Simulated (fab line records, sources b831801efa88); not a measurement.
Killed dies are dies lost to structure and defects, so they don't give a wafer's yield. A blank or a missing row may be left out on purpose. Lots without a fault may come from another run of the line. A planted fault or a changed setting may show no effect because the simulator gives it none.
fab line records | flow sky130
record lots=7 wafers=21 last_day=50
route steps=708 shown NWELL@61 PWDE@84 VT_ADJUST_HVTP@85 VT_ADJUST_LVTN@97 PAD_OPEN@708
lots that met no fault: from a run of the same line without faults
start_h: hours from the record's first day to the start of the lot's first wafer shown | wait_h: hours since the lot's step before | " the same as in the row above | L1.1+2: a row that stands for several wafers | - no value, or no start given | * or withheld: withheld | < > ~ a bound
route shown NAME@n: a module of which the file shows steps, and the number in the route of the first | usual: mean/standard deviation of fault-free wafers | same: alike in all rows | chamber/n: place in a boat | sites: the reading at each site | _std_site: their standard deviation | _edge_site: outer sites' mean less inner sites' | radius_mm: how far each site lies from the wafer's centre | mask NAME#n: copy n | behind: the tool/chamber that last shaped the wafer | hold: why the lot was held/for how many hours/how that ended | device: the transistor (n, p or np) that didn't switch | end of line: the same wafers' tests at the end of the route | a step without rows: its recipe alone | killed: dies lost to structure and defects at the first sort, not the wafer's yield | map: a wafer's dies, x killed, . not, _ none there
set.NAME: the setting as run; set.NAME@STEP: as run at that earlier step | model.NAME: the simulator's own value behind a step, which no gauge read
lots at some steps of the route; a table a step, a row a wafer
services: from which hour (start_h, from the record's first day; less than 0 if before it) a tool's chamber was out of use, for how many hours, and why
## steps
# step SKY_NWELL_PEB_08
# recipe temp_c=115 time_s=withheld
# step SKY_NWELL_DEVELOP_09
# recipe wall_angle_deg=90 developer=TMAH develop_time_s=60 dev_temp_c=23
# step SKY_NWELL_OVL_MEAS_10
# usual NWELL_00_OVL=0.5/1.4
# columns lot.wafer tool chamber start_h wait_h NWELL_00_OVL[nm]
L416.2 overlay-02 - 115.74 - 1.9
L416.3 " - " " 0.1
L416.5 " - " " 1.3
L418.3 overlay-02 - 130.76 - -0.4
L418.5 " - " " -2.3
L418.6 " - " " -2.1
L421.2 overlay-02 - 143.59 - 0.8
L421.4 " - " " 2.6
L421.6 " - " " 0.3
L424.1 overlay-01 - 162.93 - 0.6
L424.2 " - " " 0.5
L424.3 " - " " -0.3
L426.1 overlay-01 - 172.28 - 1.8
L426.5 " - " " 0.7
L426.6 " - " " -0.3
L427.2 overlay-01 - 177.29 - 0.5
L427.3 " - " " 1.7
L427.4 " - " " -0.6
L433.1 overlay-02 - 216.63 - 0.4
L433.5 " - " " 1.2
L433.6 " - " " -2.0
# step SKY_NWELL_IMPLANT_11
# recipe species=P energy_kev=400 dose_cm2=1.9e+13 tilt_deg=withheld
# step SKY_NWELL_IMPLANT_12
# recipe species=P energy_kev=120 dose_cm2=1.3e+12 tilt_deg=withheld
# step SKY_NWELL_IMPLANT_13
# recipe species=P energy_kev=50 dose_cm2=7e+11 tilt_deg=withheld
# step SKY_NWELL_STRIP_14
# recipe chemistry=O2/N2 power_w=1400 pressure_mtorr=1500 platen_temp_c=withheld o2_flow_sccm=3000 n2_flow_sccm=300 overash_fraction=0.5
# usual drypump_motor_current_A=5.6/0.5 oes_product_au=0.723/0.0046 strip_time_to_endpoint_s=36.94/0.13
# columns lot.wafer tool chamber start_h wait_h drypump_motor_current_A oes_product_au rf_hours_counter_h strip_time_to_endpoint_s
L416.2 plasma_asher-04 0 116.22 0.1 5.0 0.721 32 37.15
L416.3 " 0 " " 5.0 0.720 - 37.16
L416.5 " 0 " " 5.0 0.730 - 37.12
L418.3 plasma_asher-03 1 131.27 0.1 5.8 0.727 - 37.01
L418.5 " 0 " " 5.5 0.725 - 36.93
L418.6 " 1 " " 5.8 0.721 - 36.99
L421.2 plasma_asher-04 0 144.07 0.1 5.0 0.723 35 36.71
L421.4 " 0 " " 5.1 0.731 - 36.91
L421.6 " 0 " " 5.0 0.725 - 36.88
L424.1 plasma_asher-04 1 163.42 0.1 6.4 0.722 36 36.99
L424.2 " 0 " " 5.0 0.728 36 37.17
L424.3 " 1 " " 6.4 0.716 - 37.07
L426.1 plasma_asher-03 0 172.77 0.1 5.6 0.731 44 36.92
L426.5 " 1 " " 5.8 0.728 - 36.96
L426.6 " 0 " " 5.6 0.733 - 36.90
L427.2 plasma_asher-02 0 177.77 0.1 5.3 0.722 6 36.81
L427.3 " 0 " " 5.3 0.729 - 36.90
L427.4 " 1 " " 5.7 0.722 - 36.87
L433.1 plasma_asher-03 1 217.12 0.1 5.8 0.728 48 36.75
L433.5 " 1 " " 5.8 0.714 - 36.82
L433.6 " 0 " " 5.6 0.719 - 36.87
# step SKY_NWELL_TW_MEAS_15
# usual NWELL_TW=1832/11
# columns lot.wafer tool chamber start_h wait_h NWELL_TW
L416.2 film_metro-04 - 116.33 0.1 1824
L416.3 " - " " 1823
L416.5 " - " " 1828
L418.3 film_metro-01 - 131.36 0.1 1837
L418.5 " - " " 1853
L418.6 " - " " 1839
L421.2 film_metro-02 - 144.18 0.1 1815
L421.4 " - " " 1814
L421.6 " - " " 1820
L424.1 film_metro-01 - 163.52 0.1 1831
L424.2 " - " " 1835
L424.3 " - " " 1830
L426.1 film_metro-04 - 172.87 0.1 1828
L426.5 " - " " 1832
L426.6 " - " " 1839
L427.2 film_metro-02 - 177.88 0.1 1823
L427.3 " - " " 1809
L427.4 " - " " 1823
L433.1 film_metro-01 - 217.22 0.1 1836
L433.5 " - " " 1837
L433.6 " - " " 1827
# step SKY_NWELL_DEHYDRATE_16
# recipe temp_c=200 time_s=60
# step SKY_NWELL_HMDS_17
# recipe prime_time_s=60 prime_temp_c=120
# step SKY_NWELL_COAT_18
# recipe spin_rpm=2000 resist_thk_nm=3000
# step SKY_NWELL_SOFTBAKE_19
# recipe temp_c=110 time_s=withheld
# step SKY_NWELL_EXPOSE_20
# recipe mask_id=NWM_COMPLEMENT na=0.6 source_shape=conventional sigma_outer=0.6 polarization=unpolarized target_cd_nm=840 dose_mj=260
# columns lot.wafer tool chamber start_h wait_h mask
L416.2+3+5 iline_stepper-02 0 125.49 - NWM_COMPLEMENT#0
L418.3+5+6 iline_stepper-01 0 140.94 - NWM_COMPLEMENT#0
L421.2+4+6 iline_stepper-02 0 154.13 - NWM_COMPLEMENT#0
L424.1+2+3 iline_stepper-02 0 173.73 - NWM_COMPLEMENT#0
L426.1+5+6 iline_stepper-02 0 183.86 - NWM_COMPLEMENT#0
L427.2+3+4 iline_stepper-02 0 188.85 - NWM_COMPLEMENT#0
L433.1+5+6 iline_stepper-01 0 228.45 - NWM_COMPLEMENT#0
# step SKY_NWELL_PEB_21
# recipe temp_c=115 time_s=withheld
# step SKY_NWELL_DEVELOP_22
# recipe wall_angle_deg=90 developer=TMAH develop_time_s=60 dev_temp_c=23
# step SKY_NWELL_OVL_MEAS_23
# usual NWELL_01_OVL=0.3/1.5
# columns lot.wafer tool chamber start_h wait_h NWELL_01_OVL[nm]
L416.2 overlay-02 - 135.22 - 1.0
L416.3 " - " " 1.4
L416.5 " - " " 0.7
L418.3 overlay-01 - 150.65 - 1.2
L418.5 " - " " -0.5
L418.6 " - " " 0.8
L421.2 overlay-02 - 163.29 - 2.3
L421.4 " - " " 1.5
L421.6 " - " " 1.2
L424.1 overlay-01 - 184.43 - 0.7
L424.2 " - " " 1.6
L424.3 " - " " 0.0
L426.1 overlay-01 - 194.80 - 1.9
L426.5 " - " " 2.9
L426.6 " - " " -0.3
L427.2 overlay-01 - 199.86 - 1.2
L427.3 " - " " 1.8
L427.4 " - " " 1.5
L433.1 overlay-01 - 239.13 - 0.5
L433.5 " - " " 2.6
L433.6 " - " " 2.3
# step SKY_NWELL_IMPLANT_24
# recipe species=B energy_kev=140 dose_cm2=9.2e+12 tilt_deg=withheld
# step SKY_NWELL_STRIP_25
# recipe chemistry=O2/N2 power_w=1400 pressure_mtorr=1500 platen_temp_c=withheld o2_flow_sccm=3000 n2_flow_sccm=300 overash_fraction=0.5
# usual drypump_motor_current_A=5.6/0.5 oes_product_au=0.722/0.0044 strip_time_to_endpoint_s=36.95/0.091
# columns lot.wafer tool chamber start_h wait_h drypump_motor_current_A oes_product_au rf_hours_counter_h strip_time_to_endpoint_s
L416.2 plasma_asher-02 1 135.40 0.1 5.7 0.715 2 37.13
L416.3 " 0 " " 5.3 0.725 - 37.09
L416.5 " 0 " " 5.3 0.727 - 37.00
L418.3 plasma_asher-04 0 150.85 0.1 5.0 0.725 - 37.00
L418.5 " 0 " " 5.0 0.728 - 37.05
L418.6 " 1 " " 6.3 0.722 - 36.93
L421.2 plasma_asher-02 0 163.47 0.1 5.3 0.722 5 37.01
L421.4 " 0 " " 5.3 0.717 - 36.93
L421.6 " 0 " " 5.3 0.722 - 37.06
L424.1 plasma_asher-04 0 184.62 0.1 5.0 0.722 38 36.87
L424.2 " 1 " " 6.3 0.717 38 36.98
L424.3 " 1 " " 6.4 0.720 - 36.93
L426.1 plasma_asher-04 1 194.99 0.1 6.3 0.720 39 36.90
L426.5 " 0 " " 5.0 0.718 - 36.98
L426.6 " 1 " " 6.4 0.719 - 36.93
L427.2 plasma_asher-04 1 200.04 0.1 6.3 0.721 40 37.06
L427.3 " 1 " " 6.3 0.726 - 36.95
L427.4 " 0 " " 5.0 0.724 - 36.98
L433.1 plasma_asher-04 1 239.32 0.1 6.4 0.720 44 37.03
L433.5 " 0 " " 5.0 0.729 - 36.99
L433.6 " 1 " " 6.3 0.717 - 37.02
# step SKY_NWELL_TW_MEAS_26
# usual NWELL_2_TW=499/4.1
# columns lot.wafer tool chamber start_h wait_h NWELL_2_TW
L416.2 film_metro-02 - 135.51 0.1 497
L416.3 " - " " 492
L416.5 " - " " 497
L418.3 film_metro-02 - 150.94 0.1 498
L418.5 " - " " 495
L418.6 " - " " 493
L421.2 film_metro-02 - 163.58 0.1 497
L421.4 " - " " 492
L421.6 " - " " 493
L424.1 film_metro-04 - 184.72 0.1 502
L424.2 " - " " 502
L424.3 " - " " 502
L426.1 film_metro-04 - 195.09 0.1 506
L426.5 " - " " 505
L426.6 " - " " 504
L427.2 film_metro-04 - 200.15 0.1 504
L427.3 " - " " 504
L427.4 " - " " 506
L433.1 film_metro-01 - 239.42 0.1 503
L433.5 " - " " 504
L433.6 " - " " 501
# step SKY_NWELL_CLEAN_27
# recipe chemistry=SC1/SC2 mix=1:4:20 temp_c=70 time_s=150 dry=n2_spin
# step SKY_NWELL_RTA_28
# recipe temp_c=1050 time_s=30 idle_temp_c=650 ramp_up_c_per_s=150 ramp_down_c_per_s=90 ambient=N2
# usual lamp_power_pct=25.31/0.053 wafer_temp_C_max=1054.8/0.85
# columns lot.wafer tool chamber start_h wait_h lamp_power_pct wafer_temp_C_max
L416.2 rtp_anneal-01 0 135.63 0.0 25.39 1054.7
L416.3 " 0 " " 25.35 1053.2
L416.5 " 0 " " 25.30 1054.7
L418.3 rtp_anneal-02 0 151.06 0.0 25.33 1054.4
L418.5 " 0 " " 25.30 1056.8
L418.6 " 0 " " 25.32 1054.8
L421.2 rtp_anneal-01 0 163.70 0.0 25.36 1055.0
L421.4 " 0 " " 25.30 1053.2
L421.6 " 0 " " 25.35 1055.8
L424.1 rtp_anneal-02 0 184.83 0.0 25.29 1055.5
L424.2 " 0 " " 25.36 1054.2
L424.3 " 0 " " 25.26 1055.0
L426.1 rtp_anneal-01 0 195.20 0.0 25.26 1055.6
L426.5 " 0 " " 25.36 1054.6
L426.6 " 0 " " 25.31 1053.8
L427.2 rtp_anneal-02 0 200.31 0.0 25.19 1053.7
L427.3 " 0 " " 25.23 1053.7
L427.4 " 0 " " 25.31 1054.6
L433.1 rtp_anneal-01 0 239.53 0.0 25.24 1055.6
L433.5 " 0 " " 25.28 1054.1
L433.6 " 0 " " 25.27 1053.9
# step SKY_NWELL_RS_MEAS_29
# recipe thk_meas_gauge=four-point-probe
# usual NWELL_RS=625.0/1.4
# columns lot.wafer tool chamber start_h wait_h NWELL_RS[ohm/sq]
L416.2 film_metro-02 - 135.73 0.1 625.0
L416.3 " - " " 626.7
L416.5 " - " " 628.0
L418.3 film_metro-01 - 151.17 0.1 628.4
L418.5 " - " " 625.7
L418.6 " - " " 625.5
L421.2 film_metro-02 - 163.80 0.1 625.5
L421.4 " - " " 626.7
L421.6 " - " " 627.0
L424.1 film_metro-01 - 184.93 0.1 624.9
L424.2 " - " " 626.9
L424.3 " - " " 625.3
L426.1 film_metro-01 - 195.30 0.1 623.6
L426.5 " - " " 624.1
L426.6 " - " " 623.5
L427.2 film_metro-02 - 200.42 0.1 624.2
L427.3 " - " " 623.8
L427.4 " - " " 623.8
L433.1 film_metro-02 - 239.63 0.1 624.9
L433.5 " - " " 625.7
L433.6 " - " " 625.7
# step SKY_NWELL_RS_MEAS_31
# recipe thk_meas_gauge=four-point-probe
# usual PWDE_RS=5274/18
# columns lot.wafer tool chamber start_h wait_h PWDE_RS[ohm/sq]
L416.2 film_metro-02 - 135.97 0.1 5283
L416.3 " - " " 5273
L416.5 " - " " 5295
L418.3 film_metro-01 - 151.41 0.1 5280
L418.5 " - " " 5291
L418.6 " - " " 5268
L421.2 film_metro-02 - 164.04 0.1 5281
L421.4 " - " " 5268
L421.6 " - " " 5265
L424.1 film_metro-01 - 185.17 0.1 5270
L424.2 " - " " 5270
L424.3 " - " " 5276
L426.1 film_metro-01 - 195.54 0.1 5265
L426.5 " - " " 5295
L426.6 " - " " 5258
L427.2 film_metro-02 - 200.66 0.1 5295
L427.3 " - " " 5272
L427.4 " - " " 5263
L433.1 film_metro-02 - 239.87 0.1 5254
L433.5 " - " " 5273
L433.6 " - " " 5273
# step SKY_VT_ADJUST_HVTP_DEHYDRATE_00
# recipe temp_c=200 time_s=60
# step SKY_VT_ADJUST_HVTP_HMDS_01
# recipe prime_time_s=60 prime_temp_c=120
# step SKY_VT_ADJUST_HVTP_COAT_02
# recipe resist=NOVOLAK spin_rpm=3000 resist_thk_nm=1140
# step SKY_VT_ADJUST_HVTP_SOFTBAKE_03
# recipe temp_c=90 time_s=60 resist=NOVOLAK
# step SKY_VT_ADJUST_HVTP_EXPOSE_04
# recipe mask_id=HVTPM na=0.6 source_shape=conventional sigma_outer=0.6 polarization=unpolarized target_cd_nm=380 dose_mj=140
# step SKY_VT_ADJUST_HVTP_PEB_05
# recipe temp_c=withheld time_s=* resist=NOVOLAK
# step SKY_VT_ADJUST_HVTP_DEVELOP_06
# recipe resist=NOVOLAK developer=TMAH develop_time_s=60 dev_temp_c=23
# step SKY_VT_ADJUST_HVTP_CD_MEAS_07
# recipe target_cd_nm=380
# usual cd_nm=380.3/2.5
# columns lot.wafer tool chamber start_h wait_h cd_nm
L416.2 cd_sem-02 - 155.14 0.1 379.8
L416.3 " - " " 380.4
L416.5 " - " " 381.8
L418.3 cd_sem-01 - 171.32 0.1 378.9
L418.5 " - " " 377.1
L418.6 " - " " 376.7
L421.2 cd_sem-01 - 184.99 0.1 375.9
L421.4 " - " " 378.1
L421.6 " - " " 376.5
L424.1 cd_sem-01 - 207.18 0.2 378.8
L424.2 " - " " 379.2
L424.3 " - " " 381.1
L426.1 cd_sem-02 - 217.42 0.1 381.5
L426.5 " - " " 379.5
L426.6 " - " " 381.5
L427.2 cd_sem-02 - 222.52 0.1 377.0
L427.3 " - " " 379.7
L427.4 " - " " 381.7
L433.1 cd_sem-02 - 263.61 0.1 381.4
L433.5 " - " " 381.0
L433.6 " - " " 386.4
# step SKY_VT_ADJUST_HVTP_OVL_MEAS_08
# usual VT_ADJUST_HVTP_OVL=1.2/1.4
# columns lot.wafer tool chamber start_h wait_h VT_ADJUST_HVTP_OVL[nm]
L416.2 overlay-01 - 155.24 0.1 0.9
L416.3 " - " " 2.1
L416.5 " - " " 2.6
L418.3 overlay-02 - 171.42 0.1 2.7
L418.5 " - " " 1.5
L418.6 " - " " 2.3
L421.2 overlay-02 - 185.09 0.1 2.7
L421.4 " - " " 3.4
L421.6 " - " " 2.1
L424.1 overlay-01 - 207.30 0.1 1.7
L424.2 " - " " 3.3
L424.3 " - " " 3.5
L426.1 overlay-02 - 217.54 0.1 2.7
L426.5 " - " " 1.1
L426.6 " - " " 1.0
L427.2 overlay-01 - 222.63 0.1 1.6
L427.3 " - " " 0.4
L427.4 " - " " -0.3
L433.1 overlay-02 - 263.73 0.1 1.5
L433.5 " - " " 2.8
L433.6 " - " " 2.8
# step SKY_VT_ADJUST_HVTP_IMPLANT_09
# recipe species=As energy_kev=150 dose_cm2=4.3e+12 tilt_deg=withheld
# step SKY_VT_ADJUST_HVTP_STRIP_10
# recipe chemistry=O2/N2 power_w=1400 pressure_mtorr=1500 platen_temp_c=withheld o2_flow_sccm=3000 n2_flow_sccm=300 overash_fraction=0.5
# usual drypump_motor_current_A=5.5/0.46 oes_product_au=0.715/0.0043 strip_time_to_endpoint_s=14.18/0.045
# columns lot.wafer tool chamber start_h wait_h drypump_motor_current_A oes_product_au rf_hours_counter_h strip_time_to_endpoint_s
L416.2 plasma_asher-01 1 155.42 0.1 6.1 0.720 48 14.16
L416.3 " 1 " " 6.1 0.715 - 14.16
L416.5 " 1 " " 6.1 0.719 - 14.17
L418.3 plasma_asher-01 1 171.62 0.1 6.1 0.716 - 14.10
L418.5 " 0 " " 4.9 0.711 - 14.10
L418.6 " 1 " " 6.1 0.708 - 14.15
L421.2 plasma_asher-01 1 185.27 0.1 6.1 0.704 51 14.16
L421.4 " 0 " " 5.0 0.713 - 14.17
L421.6 " 1 " " 6.1 0.716 - 14.23
L424.1 plasma_asher-02 1 207.49 0.1 5.7 0.717 8 14.19
L424.2 " 0 " " 5.3 0.717 8 14.16
L424.3 " 0 " " 5.3 0.718 - 14.20
L426.1 plasma_asher-01 1 217.72 0.1 6.1 0.721 54 14.23
L426.5 " 0 " " 5.0 0.711 - 14.22
L426.6 " 1 " " 6.1 0.714 - 14.18
L427.2 plasma_asher-01 1 223.12 0.1 6.1 0.715 55 14.19
L427.3 " 0 " " 5.0 0.718 - 14.22
L427.4 " 1 " " 6.1 0.717 - 14.19
L433.1 plasma_asher-03 0 263.92 0.1 5.6 0.718 53 14.23
L433.5 " 0 " " 5.5 0.717 - 14.19
L433.6 " 1 " " 5.8 0.716 - 14.20
# step SKY_VT_ADJUST_HVTP_TW_MEAS_11
# usual VT_ADJUST_HVTP_TW=1359/9.9
# columns lot.wafer tool chamber start_h wait_h VT_ADJUST_HVTP_TW
L416.2 film_metro-03 - 155.53 0.1 1345
L416.3 " - " " 1347
L416.5 " - " " 1344
L418.3 film_metro-02 - 171.71 0.1 1351
L418.5 " - " " 1351
L418.6 " - " " 1353
L421.2 film_metro-02 - 185.38 0.1 1352
L421.4 " - " " 1347
L421.6 " - " " 1356
L424.1 film_metro-02 - 207.59 0.1 1367
L424.2 " - " " 1363
L424.3 " - " " 1366
L426.1 film_metro-02 - 217.82 0.1 1352
L426.5 " - " " 1346
L426.6 " - " " 1343
L427.2 film_metro-01 - 223.23 0.1 1375
L427.3 " - " " 1375
L427.4 " - " " 1369
L433.1 film_metro-01 - 264.02 0.1 1372
L433.5 " - " " 1376
L433.6 " - " " 1375
# step SKY_VT_ADJUST_LVTN_DEHYDRATE_00
# recipe temp_c=200 time_s=60
# step SKY_VT_ADJUST_LVTN_HMDS_01
# recipe prime_time_s=60 prime_temp_c=120
# step SKY_VT_ADJUST_LVTN_COAT_02
# recipe spin_rpm=2000 resist_thk_nm=3000
# step SKY_VT_ADJUST_LVTN_SOFTBAKE_03
# recipe temp_c=110 time_s=withheld
# step SKY_VT_ADJUST_LVTN_EXPOSE_04
# recipe mask_id=NWM_COMPLEMENT_LESS_NATIVE na=0.6 source_shape=conventional sigma_outer=0.6 polarization=unpolarized target_cd_nm=840 dose_mj=194
# step SKY_VT_ADJUST_LVTN_PEB_05
# recipe temp_c=115 time_s=withheld
# step SKY_PAD_OPEN_PROBE_99
# usual killed_at_M0_to_M3=43/7.1 killed_at_M4_up=3.2/1.9 killed_at_contacts=23/5.1 killed_at_front_end=15/4.5 killed_at_other=0.4/0.65 killed_dies=85/9.4 killed_open=47/6.8 killed_short=38/6.1
# same gross_dies=492 killed_at_back_side=0
# columns lot.wafer tool chamber start_h wait_h killed_at_M0_to_M3 killed_at_M4_up killed_at_contacts killed_at_front_end killed_at_other killed_dies killed_open killed_short model.etest.res_iso_pwell.width_nm
L416.2 prober-01 - 1118.39 0.1 39 2 28 9 1 79 41 36 2654
L416.3 prober-01 - 1118.44 0.2 29 2 17 20 0 68 40 27 2660
L416.5 prober-01 - 1118.54 0.2 30 2 14 24 0 70 40 30 2661
L418.3 prober-01 - 1138.08 0.2 40 3 24 12 0 79 34 45 2651
L418.5 prober-01 - 1138.18 0.2 36 5 17 14 0 72 36 36 2650
L418.6 prober-01 - 1138.23 0.2 53 5 24 14 0 96 60 36 2638
L421.2 prober-02 - 1147.80 0.1 50 3 16 20 0 89 50 39 2636
L421.4 prober-02 - 1147.90 0.2 41 4 26 19 1 91 48 43 2637
L421.6 prober-02 - 1148.00 0.2 55 1 22 23 1 102 57 44 2635
L424.1 prober-01 - 1162.92 0.1 32 7 19 20 0 78 42 35 2678
L424.2 prober-01 - 1162.97 0.1 43 2 22 15 0 82 43 39 2647
L424.3 prober-01 - 1163.02 0.2 36 0 22 18 0 76 41 35 2640
L426.1 prober-02 - 1170.62 0.1 32 1 16 11 0 60 27 33 2667
L426.5 prober-02 - 1170.82 0.2 54 4 20 20 0 98 53 45 2639
L426.6 prober-02 - 1170.87 0.2 54 2 22 25 0 103 56 47 2634
L427.2 prober-02 - 1177.36 0.1 37 0 28 8 0 73 39 34 2631
L427.3 prober-02 - 1177.41 0.2 50 2 26 21 0 99 56 43 2622
L427.4 prober-02 - 1177.46 0.2 45 2 29 13 0 89 51 38 2649
L433.1 prober-02 - 1203.68 0.1 52 6 33 9 0 100 59 41 2650
L433.5 prober-02 - 1203.88 0.2 34 4 17 5 0 60 43 17 2642
L433.6 prober-02 - 1203.93 0.2 47 3 23 17 0 90 41 49 2636
# killed by level:class
L416.2 VIA1:geometric_particle:open=8 LI_CONTACT:geometric_particle:open=7 CONTACT:geometric_particle:open=7 LOCAL_INTERCONNECT:geometric_particle:short=6 CONTACT:geometric_particle:short=5 VIA2:geometric_particle:open=5 VIA3:geometric_particle:open=5 METAL1:geometric_particle:short=4
L416.3 FIELD_ISO:geometric_particle:open=7 LI_CONTACT:geometric_particle:open=7 CONTACT:geometric_particle:open=7 VIA1:geometric_particle:open=7 FIELD_ISO:geometric_particle:short=4 POLY_GATE:geometric_particle:short=4 VIA2:geometric_particle:open=4 POLY_GATE:geometric_particle:open=3
L416.5 FIELD_ISO:geometric_particle:open=10 VIA3:geometric_particle:open=8 VIA1:geometric_particle:open=7 FIELD_ISO:geometric_particle:short=5 POLY_GATE:geometric_particle:short=5 CONTACT:geometric_particle:open=5 CONTACT:geometric_particle:short=5 VIA2:geometric_particle:open=5
L418.3 METAL1:geometric_particle:short=8 VIA1:geometric_particle:open=8 LI_CONTACT:geometric_particle:open=6 LOCAL_INTERCONNECT:geometric_particle:short=6 VIA2:geometric_particle:open=5 VIA3:geometric_particle:short=4 CONTACT:geometric_particle:short=4 CONTACT:geometric_particle:open=4
L418.5 VIA1:geometric_particle:open=7 VIA2:geometric_particle:open=7 CONTACT:geometric_particle:open=6 FIELD_ISO:geometric_particle:open=5 LOCAL_INTERCONNECT:geometric_particle:short=5 VIA1:geometric_particle:short=5 CONTACT:geometric_particle:short=4 METAL2:geometric_particle:short=4
L418.6 VIA1:geometric_particle:open=15 VIA3:geometric_particle:open=9 LI_CONTACT:geometric_particle:open=8 LOCAL_INTERCONNECT:geometric_particle:short=7 VIA2:geometric_particle:open=6 METAL1:geometric_particle:short=6 VIA1:geometric_particle:short=5 SPACER:geometric_particle:open=5
L421.2 VIA1:geometric_particle:open=12 VIA2:geometric_particle:open=9 CONTACT:geometric_particle:open=9 VIA2:geometric_particle:short=8 FIELD_ISO:geometric_particle:short=5 VIA1:geometric_particle:short=5 FIELD_ISO:geometric_particle:open=4 POLY_GATE:geometric_particle:short=3
L421.4 VIA3:geometric_particle:open=13 CONTACT:geometric_particle:open=10 VIA1:geometric_particle:open=7 POLY_GATE:geometric_particle:open=6 METAL2:geometric_particle:short=6 LI_CONTACT:geometric_particle:open=5 FIELD_ISO:geometric_particle:short=4 LI_CONTACT:geometric_particle:short=4
L421.6 VIA1:geometric_particle:open=14 CONTACT:geometric_particle:open=10 VIA3:geometric_particle:open=8 METAL1:geometric_particle:short=6 VIA2:geometric_particle:open=6 FIELD_ISO:geometric_particle:short=5 METAL3:geometric_particle:short=5 FIELD_ISO:geometric_particle:open=4
L424.1 CONTACT:geometric_particle:open=10 VIA3:geometric_particle:open=10 METAL4:geometric_particle:short=6 FIELD_ISO:geometric_particle:short=5 POLY_GATE:geometric_particle:short=5 FIELD_ISO:geometric_particle:open=4 VIA3:geometric_particle:short=4 VIA2:geometric_particle:open=4
L424.2 VIA1:geometric_particle:open=11 CONTACT:geometric_particle:open=7 VIA3:geometric_particle:open=7 VIA2:geometric_particle:open=6 LOCAL_INTERCONNECT:geometric_particle:short=6 FIELD_ISO:geometric_particle:short=5 METAL1:geometric_particle:short=5 LI_CONTACT:geometric_particle:open=4
L424.3 VIA1:geometric_particle:open=8 VIA3:geometric_particle:open=8 CONTACT:geometric_particle:open=7 FIELD_ISO:geometric_particle:open=5 POLY_GATE:geometric_particle:short=5 LI_CONTACT:geometric_particle:open=5 CONTACT:geometric_particle:short=5 METAL1:geometric_particle:short=5
L426.1 CONTACT:geometric_particle:open=7 METAL2:geometric_particle:short=7 VIA1:geometric_particle:open=6 FIELD_ISO:geometric_particle:short=5 VIA1:geometric_particle:short=5 LI_CONTACT:geometric_particle:open=5 METAL1:geometric_particle:short=4 POLY_GATE:geometric_particle:short=3
L426.5 VIA1:geometric_particle:open=12 FIELD_ISO:geometric_particle:short=10 LI_CONTACT:geometric_particle:open=9 CONTACT:geometric_particle:open=6 VIA2:geometric_particle:short=6 FIELD_ISO:geometric_particle:open=5 VIA3:geometric_particle:open=5 METAL1:geometric_particle:short=5
L426.6 VIA1:geometric_particle:open=16 FIELD_ISO:geometric_particle:open=9 METAL1:geometric_particle:short=7 POLY_GATE:geometric_particle:short=6 LI_CONTACT:geometric_particle:open=6 CONTACT:geometric_particle:open=6 VIA1:geometric_particle:short=6 VIA3:geometric_particle:open=6
L427.2 CONTACT:geometric_particle:open=10 LI_CONTACT:geometric_particle:open=8 VIA1:geometric_particle:open=7 METAL2:geometric_particle:short=7 VIA2:geometric_particle:short=5 VIA1:geometric_particle:short=5 LOCAL_INTERCONNECT:geometric_particle:short=4 VIA2:geometric_particle:open=4
L427.3 VIA2:geometric_particle:open=12 CONTACT:geometric_particle:open=9 VIA1:geometric_particle:open=7 VIA3:geometric_particle:open=7 POLY_GATE:geometric_particle:open=6 POLY_GATE:geometric_particle:short=5 LOCAL_INTERCONNECT:geometric_particle:short=5 METAL1:geometric_particle:short=5
L427.4 CONTACT:geometric_particle:open=12 VIA3:geometric_particle:open=11 LI_CONTACT:geometric_particle:open=7 METAL2:geometric_particle:short=7 VIA1:geometric_particle:short=6 VIA1:geometric_particle:open=6 CONTACT:geometric_particle:short=5 POLY_GATE:geometric_particle:open=4
L433.1 CONTACT:geometric_particle:open=12 VIA2:geometric_particle:open=11 VIA1:geometric_particle:open=11 LOCAL_INTERCONNECT:geometric_particle:short=8 METAL1:geometric_particle:short=7 LI_CONTACT:geometric_particle:open=6 CONTACT:geometric_particle:short=5 VIA3:geometric_particle:open=5
L433.5 VIA3:geometric_particle:open=10 VIA1:geometric_particle:open=9 CONTACT:geometric_particle:open=7 VIA2:geometric_particle:open=6 LI_CONTACT:geometric_particle:open=3 VIA1:geometric_particle:short=3 METAL4:geometric_particle:open=2 FIELD_ISO:geometric_particle:open=2
L433.6 VIA1:geometric_particle:open=9 VIA1:geometric_particle:short=8 FIELD_ISO:geometric_particle:open=7 FIELD_ISO:geometric_particle:short=7 LI_CONTACT:geometric_particle:short=5 LI_CONTACT:geometric_particle:open=5 CONTACT:geometric_particle:short=5 VIA3:geometric_particle:open=5
## services
# columns tool chamber start_h hours kind
iline_stepper-02 - 97.53 1.7 pm
iline_stepper-01 0 105.39 - calibration
plasma_asher-03 - 106.97 9.7 repair
plasma_asher-02 - 108.75 9.0 pm
plasma_asher-02 0 108.75 9.0 vent_cycle
plasma_asher-02 1 108.75 9.0 vent_cycle
plasma_asher-02 0 117.75 - clean
plasma_asher-02 1 117.75 - clean
plasma_asher-02 - 130.40 1.4 repair
rtp_anneal-01 - 185.67 6.1 pm
plasma_asher-02 - 193.60 2.8 repair
iline_stepper-01 - 210.09 1.7 pm
iline_stepper-02 0 220.30 - calibration
rtp_anneal-02 - 225.37 4.7 pm
iline_stepper-02 - 226.18 0.7 repair
## key
first_sign none at tools or gauges
model_effect step=SKY_PAD_OPEN_PROBE_99 value=etest.res_iso_pwell.width_nm without=2643 struck=2665
met_at SKY_NWELL_EXPOSE_20
struck_wafers L424.1,L426.1,L427.4
tester_left_out L424,L426,L427
onset_between 154.13 173.73
fault kind=process_parameter_drift tool=iline_stepper-02 chamber=- onset_h=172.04 steps=SKY_NWELL_EXPOSE_20 channel=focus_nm offset=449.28 shape=step end_h=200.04 scope=struck_wafers_only
# tester_left_out: of these lots the tester's yield and bins aren't shown, on N5 and GAA mostly nor the transistor test; their killed dies are dies lost to structure and defects alone, not to doping, threshold or leakage, so they don't give the yield
